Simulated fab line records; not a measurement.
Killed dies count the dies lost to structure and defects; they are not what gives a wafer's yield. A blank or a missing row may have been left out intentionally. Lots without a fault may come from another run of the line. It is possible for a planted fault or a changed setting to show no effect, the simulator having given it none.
Which tool was responsible?	flow gf180mcu	6 lots with 18 wafers sampled at 2 steps, on a route of 602 steps

== WHAT EACH GAUGE READ, for each wafer ==
GF_DUAL_GATE_OVL_MEAS_11.
lot	measured	on	DUAL_GATE_OVL (nm)
L956	day 8 15:38	overlay-01	1.4 -1.3 -0.4
L959	day 9 21:31	overlay-01	1.2 1.3 0.8
L962	day 10 20:26	overlay-02	2.4 1.7 0.7
L965	day 11 06:25	overlay-02	0.5 0.4 0.5
L969	day 12 10:48	overlay-01	2.7 2.5 2.8
L977	day 14 06:37	overlay-02	0.4 -0.3 1.3

== WHAT TOOL EACH LOT RAN ON (gives the tool, then ch and the chambers of the sampled wafers, and finally the start) ==
lot	GF_DUAL_GATE_EXPOSE_08
L956	ilineStepper-01 ch 0, day 8 08:25
L959	ilineStepper-01 ch 0, day 9 12:59
L962	ilineStepper-02 ch 0, day 10 11:26
L965	ilineStepper-02 ch 0, day 10 21:53
L969	ilineStepper-01 ch 0, day 12 01:26
L977	ilineStepper-02 ch 0, day 13 20:50
- GF_DUAL_GATE_EXPOSE_08: exposes mask Dualgate, target cd 700 nm.

== THE ANSWER, worked out from the rows above alone ==
Rule: the usual values come from the lots themselves. Put in order of their means at a reading, lots are off if they are a third of the lots or fewer, leave a main group of 4 or more, and stand apart from it by a gap of 3 or more times the standard deviation of the main group's means; of several such gaps the widest counts. Not used: any main group whose means are identical at the precision the tables above print for the reading. Also off: a lot with no number at a reading for which 4 or more lots have one. Any other lot the step has rows for is counted as sound.
No lot is off at any reading shown: from this, nothing can be told.

== WHAT WAS PUT IN BY THE SIMULATOR ==
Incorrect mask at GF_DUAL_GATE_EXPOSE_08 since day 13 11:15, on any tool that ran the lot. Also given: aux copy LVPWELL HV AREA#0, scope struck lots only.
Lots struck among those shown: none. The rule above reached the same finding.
